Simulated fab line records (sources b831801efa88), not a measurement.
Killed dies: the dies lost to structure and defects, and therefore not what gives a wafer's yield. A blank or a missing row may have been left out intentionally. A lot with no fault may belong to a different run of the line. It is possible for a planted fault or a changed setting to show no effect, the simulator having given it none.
Struck lot and sound lot, side by side    flow gf180mcu    19 out of 602 route steps
Sound: wafers L416.1, L416.3, L416.4. Struck: wafers L421.2, L421.4, L421.5. The cause is given at the end.
Each step with rows lists, per side, the tool, then ch with its chambers, then its first start. Under that, the readings that differ: sound wafers    struck wafers    difference of the means    sigmas: that difference in standard deviations of wafers without a fault.
alike: same words and numbers on both sides, and readings whose means sit less than 2 such deviations apart. not compared: any withheld reading, any reading some wafer has no value for, any bound like >300 that may hide the same value, and any number with overlapping values for which the record gives no deviation.
Wherever a step has rows on one side only, a row that says differs or no value, or a row with sigmas, the two part there. Numbers that have no deviation but don't overlap get no sigmas and don't part them. A reading missing from all wafers of one side parts the sides only when that side holds two or more wafers.

first, 6 steps without rows for these wafers: GF_VT_IMPLANT_HMDS_12 (prime time 60 s); GF_VT_IMPLANT_COAT_13 (resist thk 1000 nm); GF_VT_IMPLANT_SOFTBAKE_14 (time 60 s); GF_VT_IMPLANT_EXPOSE_15 (exposes mask Nwell LV AREA, target cd 860 nm); GF_VT_IMPLANT_PEB_16; GF_VT_IMPLANT_DEVELOP_17 (develop time 60 s).
GF_VT_IMPLANT_OVL_MEAS_18:
  sound: overlay-02 at day 6 06:07; struck: overlay-02 at day 7 14:01
  alike: VT_IMPLANT_01_OVL
then, 1 step without rows for these wafers: GF_VT_IMPLANT_IMPLANT_19.
GF_VT_IMPLANT_STRIP_20: strips in O2/N2.
  sound on plasma_asher-01 ch 0,1, day 6 06:19; struck on plasma_asher-04 ch 0,1, day 7 14:11
reading             sound        struck       difference  sigmas
heater_power_w (W)  334 350 346  294 309 294  -44         -2
  alike: chamber_pressure_mTorr, drypump_motor_current_A, n2_flow_sccm, oes_product_au, platen_temp_c, strip_time_to_endpoint_s
  not compared: rf_hours_counter_h
GF_VT_IMPLANT_TW_MEAS_21:
  sound: film_metro-04 at day 6 06:25; struck: film_metro-04 at day 7 14:18
  alike: VT_IMPLANT_2_TW
then, 2 steps without rows for these wafers: GF_VT_IMPLANT_DEHYDRATE_22 (time 60 s); GF_VT_IMPLANT_HMDS_23 (prime time 60 s).
GF_VT_IMPLANT_COAT_24: resist thk 1000 nm.
  sound on litho_track-03 ch 0, day 6 13:17; struck on litho_track-02, day 7 21:47
  no value came back on the struck wafers for chill_plate_temp_C (C), dispense_pressure_kPa (kPa), exhaust_pa (Pa), resist_line_temp_C (C); on the sound wafers chill_plate_temp_C (C) reads 22.95 23.02 23.01
then, 4 steps without rows for these wafers: GF_VT_IMPLANT_SOFTBAKE_25 (time 60 s); GF_VT_IMPLANT_EXPOSE_26 (exposes mask LVPWELL HV AREA, target cd 860 nm); GF_VT_IMPLANT_PEB_27; GF_VT_IMPLANT_DEVELOP_28 (develop time 60 s).
GF_VT_IMPLANT_OVL_MEAS_29:
  sound: overlay-02 at day 6 21:15; struck: overlay-01 at day 8 06:10
reading                 sound         struck  difference                     sigmas
VT_IMPLANT_02_OVL (nm)  0.3 -0.4 0.2  - - -   no value on the struck wafers  
then, 1 step without rows for these wafers: GF_VT_IMPLANT_IMPLANT_30.

## WHERE THEY PART
Last at GF_VT_IMPLANT_OVL_MEAS_29 as far as this record goes, first at GF_VT_IMPLANT_STRIP_20.

WHY: the cause the simulator had injected
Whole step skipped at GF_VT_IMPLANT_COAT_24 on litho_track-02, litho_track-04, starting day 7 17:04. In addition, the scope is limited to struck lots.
